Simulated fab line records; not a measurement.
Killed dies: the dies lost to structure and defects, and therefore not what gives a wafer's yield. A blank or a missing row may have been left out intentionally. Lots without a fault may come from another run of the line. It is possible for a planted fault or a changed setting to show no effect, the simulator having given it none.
Which tool did it? | flow gf180mcu | Sampling: 14 lots, 42 wafers, 3 of 602 route steps

== WHAT THE GAUGES READ, wafer by wafer ==
GF_V5_BOW_MEAS_05.
lot  | measured     | on            | V5_BOW (um)
L534 | day 26 04:26 | film-metro-01 | 133 124 123
L535 | day 26 17:07 | film-metro-01 | 124 118 119
L537 | day 27 10:44 | film-metro-03 | 126 136 148
L539 | day 27 22:07 | film-metro-03 | 135 119 135
L540 | day 28 16:09 | film-metro-03 | 140 148 133
L541 | day 28 14:35 | film-metro-03 | 137 136 126
L543 | day 29 07:35 | film-metro-02 | 131 108 111
L544 | day 29 14:20 | film-metro-03 | 139 127 123
L546 | day 30 03:58 | film-metro-02 | 137 144 128
L548 | day 30 17:10 | film-metro-03 | 127 127 133
L551 | day 31 13:51 | film-metro-03 | 138 140 139
L554 | day 32 06:24 | film-metro-03 | 133 136 144
L555 | day 32 11:59 | film-metro-03 | 158 143 133
L557 | day 32 23:17 | film-metro-01 | 149 137 156

GF_V5_OVL_MEAS_15.
lot  | measured     | on         | V5_OVL (nm)
L534 | day 27 00:43 | overlay-02 | -11 2 3
L535 | day 27 13:57 | overlay-01 | -5 -3 -7
L537 | day 28 06:44 | overlay-02 | 5 6 2
L539 | day 28 17:10 | overlay-01 | 0 -3 -3
L540 | day 29 11:25 | overlay-01 | -7 -10 -9
L541 | day 29 09:47 | overlay-01 | 1 -2 -4
L543 | day 30 02:41 | overlay-01 | 0 -5 0
L544 | day 30 08:46 | overlay-01 | -3 -5 -6
L546 | day 30 21:53 | overlay-01 | -2 3 -3
L548 | day 31 11:34 | overlay-01 | 2 6 -2
L551 | day 32 07:02 | overlay-01 | 6 4 3
L554 | day 32 22:41 | overlay-01 | -2 -10 -5
L555 | day 33 03:59 | overlay-02 | -2 -4 -5
L557 | day 33 14:53 | overlay-02 | 3 -1 0

== EACH LOT AND THE TOOL THAT RAN IT (in order: tool; ch and the chambers of the sampled wafers; start) ==
lot  | GF_CONTACT_ETCH_17
L534 | rie-diel-04 ch 0,1,2, day 16 00:00
L535 | rie-diel-03 ch 2,3, day 16 12:00
L537 | rie-diel-04 ch 0,1,3, day 17 05:00
L539 | rie-diel-04 ch 0,1,3, day 17 21:00
L540 | rie-diel-03 ch 0,1, day 18 16:00
L541 | rie-diel-02 ch 0,1,2, day 18 18:00
L543 | rie-diel-04 ch 1,2,3, day 19 13:00
L544 | rie-diel-02 ch 0,1, day 20 00:00
L546 | rie-diel-04 ch 0,1,2, day 20 17:00
L548 | rie-diel-04 ch 0,2,3, day 21 11:00
L551 | rie-diel-03 ch 0,1,2, day 22 12:00
L554 | rie-diel-02 ch 0,1, day 23 12:00
L555 | rie-diel-03 ch 0,2,3, day 23 15:00
L557 | rie-diel-03 ch 1,3, day 24 07:00
- GF_CONTACT_ETCH_17: etches SiO2 in C4F8/O2/Ar, stops on CoSi2, target depth 860 nm.

== AS READ BY THE TOOLS THEMSELVES (means over the sampled wafers that have a number; for cases with no such wafer, the mark the record gives instead) ==
GF_CONTACT_ETCH_17.
lot  | tool        | oes-product-au (a.u.)
L534 | rie-diel-04 | 0.813
L535 | rie-diel-03 | 0.813
L537 | rie-diel-04 | 0.810
L539 | rie-diel-04 | 0.816
L540 | rie-diel-03 | 0.814
L541 | rie-diel-02 | 0.812
L543 | rie-diel-04 | 0.820
L544 | rie-diel-02 | 0.815
L546 | rie-diel-04 | 0.818
L548 | rie-diel-04 | 0.811
L551 | rie-diel-03 | 0.809
L554 | rie-diel-02 | 0.816
L555 | rie-diel-03 | 0.822
L557 | rie-diel-03 | 0.823

== THE ANSWER, worked out from the rows above alone ==
Rule: what is usual is taken from the lots themselves. Put in order of their means at a reading, lots are off if they are a third of the lots or fewer, leave a main group of 4 or more, and stand apart from it by a gap of 3 or more times the standard deviation of the main group's means; of several such gaps the widest counts. If all means in a main group match to the digits the tables above print for the reading, that group is not used. A lot without any number at a reading at which 4 lots or more have one is off too. All remaining lots with rows at the step are treated as sound. After the gauges, taken in route order, come the tools' own readings; for these a lot's mean is taken, as printed above. The first step at which some lot is off is used, and at that step the reading that is off furthest; a lot without a number counts as furthest.
No lot is off on any of the readings shown, so nothing can be concluded from this.

== WHAT THE SIMULATOR HAD INSERTED ==
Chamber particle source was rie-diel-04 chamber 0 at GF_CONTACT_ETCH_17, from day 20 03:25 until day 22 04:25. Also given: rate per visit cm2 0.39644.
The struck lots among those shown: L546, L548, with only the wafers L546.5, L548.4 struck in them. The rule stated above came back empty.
